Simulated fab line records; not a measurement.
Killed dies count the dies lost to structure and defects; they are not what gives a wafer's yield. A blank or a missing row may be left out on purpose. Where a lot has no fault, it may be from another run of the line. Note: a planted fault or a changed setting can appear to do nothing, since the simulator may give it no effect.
Which tool is to blame?	flow gf180mcu	42 wafers from 14 lots sampled at 4 of the route's 602 steps

== WHAT EACH GAUGE READ, for each wafer ==
GF_V1_THK_MEAS_01. Usual: V1_CVD_00_THK gives 601 nm (standard deviation 6.2).
lot	measured	on	V1_CVD_00_THK (nm)	flag
L937	day 17 12:35	film-metro-03	600 602 596	
L939	day 18 12:36	film-metro-03	600 599 597	
L938	day 18 13:02	film-metro-02	605 603 596	
L941	day 19 10:50	film-metro-03	595 597 593	
L944	day 20 05:43	film-metro-03	602 602 596	
L945	day 20 13:20	film-metro-02	605 605 617	
L951	day 22 12:08	film-metro-03	618 609 613	
L952	day 22 22:14	film-metro-02	600 601 600	
L953	day 23 06:32	film-metro-02	604 600 599	
L954	day 23 19:05	film-metro-02	604 605 605	
L955	day 23 23:39	film-metro-02	596 599 596	
L956	day 24 09:23	film-metro-01	609 601 595	
L957	day 24 18:37	film-metro-01	600 601 598	
L958	day 24 23:18	film-metro-01	603 610 601	

GF_M2_RS_MEAS_05: measures by four-point-probe. Usual: M2_ALCU_RS gives 0.0695 ohm/sq (standard deviation 0.00086).
lot	measured	on	M2_ALCU_RS (ohm/sq)	flag
L937	day 18 14:34	film-metro-03	0.0702 0.0696 0.0698	
L939	day 19 15:09	film-metro-04	0.0691 0.0691 0.0695	
L938	day 19 16:03	film-metro-02	0.0692 0.0694 0.0689	
L941	day 20 13:43	film-metro-03	0.0700 0.0692 0.0693	
L951	day 23 13:47	film-metro-03	0.0688 0.0684 0.0681	
L952	day 23 23:28	film-metro-03	0.0691 0.0695 0.0690	
L953	day 24 07:36	film-metro-04	0.0696 0.0685 0.0697	
L954	day 24 19:55	film-metro-03	0.0693 0.0692 0.0693	
L955	day 25 00:17	film-metro-02	0.0690 0.0695 0.0695	
L956	day 25 09:55	film-metro-03	0.0695 0.0696 0.0695	
L957	day 25 17:43	film-metro-04	0.0696 0.0691 0.0686	
L958	day 25 22:14	film-metro-04	0.0699 0.0694 0.0695	

== WHICH TOOL RAN EACH LOT (tool, then ch and the chambers of the sampled wafers, then the start) ==
lot	GF_V1_STRIP_18	GF_M2_SPUTTER_02
L937	plasma-asher-02 ch 0,1, day 18 13:07	pvd-sputter-04, day 18 14:26
L939	plasma-asher-01 ch 0,1, day 19 13:41	pvd-sputter-02, day 19 15:01
L938	plasma-asher-01 ch 0,1, day 19 14:35	pvd-sputter-02, day 19 15:56
L941	plasma-asher-04 ch 0,1, day 20 12:15	pvd-sputter-01, day 20 13:35
L944	plasma-asher-02 ch 0,1, day 21 06:03	-
L945	plasma-asher-02 ch 0,1, day 21 13:42	-
L951	plasma-asher-04 ch 0,1, day 23 12:13	pvd-sputter-02, day 23 13:41
L952	plasma-asher-04 ch 0,1, day 23 21:56	pvd-sputter-04, day 23 23:20
L953	plasma-asher-04 ch 0,1, day 24 06:05	pvd-sputter-02, day 24 07:31
L954	plasma-asher-04 ch 0,1, day 24 18:20	pvd-sputter-02, day 24 19:48
L955	plasma-asher-04 ch 0,1, day 24 22:41	pvd-sputter-04, day 25 00:12
L956	plasma-asher-04 ch 0,1, day 25 08:25	pvd-sputter-04, day 25 09:49
L957	plasma-asher-01 ch 0,1, day 25 16:16	pvd-sputter-02, day 25 17:37
L958	plasma-asher-01 ch 0,1, day 25 20:45	pvd-sputter-02, day 25 22:07
- GF_V1_STRIP_18: strips in O2/N2.
- GF_M2_SPUTTER_02: material AlCu, target thk 450 nm, time 23.9 s.

== WHAT THE TOOLS THEMSELVES READ (means of the sampled wafers that have a number; where no wafer has one, the mark that the record gives instead) ==
GF_V1_STRIP_18. Usual: chamber-pressure-mTorr 1499.9 mTorr, standard deviation 1.3; drypump-motor-current-A 5.5 A, standard deviation 0.5; heater-power-w 354 W, standard deviation 25; oes-product-au 0.591 a.u., standard deviation 0.0055.
lot	tool	chamber-pressure-mTorr (mTorr)	drypump-motor-current-A (A)	heater-power-w (W)	oes-product-au (a.u.)	flag
L937	plasma-asher-02	1499.4	5.8	354	0.593	
L939	plasma-asher-01	1500.9	5.8	329	0.592	
L938	plasma-asher-01	1500.3	5.8	332	0.595	
L941	plasma-asher-04	1499.8	5.4	374	0.593	
L944	plasma-asher-02	-	-	-	-	OFF
L945	plasma-asher-02	-	-	-	-	OFF
L951	plasma-asher-04	1500.3	5.1	350	0.589	
L952	plasma-asher-04	1499.9	5.4	375	0.590	
L953	plasma-asher-04	1499.2	5.4	363	0.594	
L954	plasma-asher-04	1500.8	5.1	354	0.588	
L955	plasma-asher-04	1500.1	5.4	375	0.588	
L956	plasma-asher-04	1500.2	5.4	370	0.596	
L957	plasma-asher-01	1499.3	5.5	327	0.590	
L958	plasma-asher-01	1499.4	5.8	330	0.590	

GF_M2_SPUTTER_02. Usual: 29.8 % for throttle-valve-pct, sd 1.4.
lot	tool	throttle-valve-pct (%)	flag
L937	pvd-sputter-04	29.0	
L939	pvd-sputter-02	30.6	
L938	pvd-sputter-02	29.0	
L941	pvd-sputter-01	29.6	
L951	pvd-sputter-02	30.3	
L952	pvd-sputter-04	30.6	
L953	pvd-sputter-02	28.3	
L954	pvd-sputter-02	29.5	
L955	pvd-sputter-04	29.0	
L956	pvd-sputter-04	30.3	
L957	pvd-sputter-02	29.0	
L958	pvd-sputter-02	29.7	

== THE ANSWER, worked out from the rows above alone ==
Rule: a lot counts as off when the mean over its wafers that have a number is more than 3 standard deviations away from the usual mean. Also off: a lot with no number at a reading for which 4 or more lots have one. Where the step has rows for the other lots, those lots are counted as sound. The gauges are gone through in route order, then the tools' own readings, and for those a lot's mean is taken as printed above. The first step at which some lot is off is used, and at that step the reading that is off furthest; a lot without a number counts as furthest.
Off at GF_V1_STRIP_18 (chamber-pressure-mTorr): L944, L945. Without a number there: L944, L945.
A tool fits if, at that step or a process step before it, it ran every lot that is off, and no sound lot after the first of them. One fits: GF_V1_STRIP_18 on plasma-asher-02. Its last sound lot is L937 (day 18 13:07), its first lot that is off L944 (day 21 06:03): a fault that began between those two fits.
Blank at GF_V1_STRIP_18 on the lots that are off, where sound lots have numbers: chamber-pressure-mTorr, drypump-motor-current-A, heater-power-w, oes-product-au.

== WHAT HAD BEEN PUT IN BY THE SIMULATOR ==
Entire step skipped (plasma-asher-02, GF_V1_STRIP_18), from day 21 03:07 onward. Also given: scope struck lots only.
Shown lots that were struck: L944, L945. This agrees with what the rule above found.
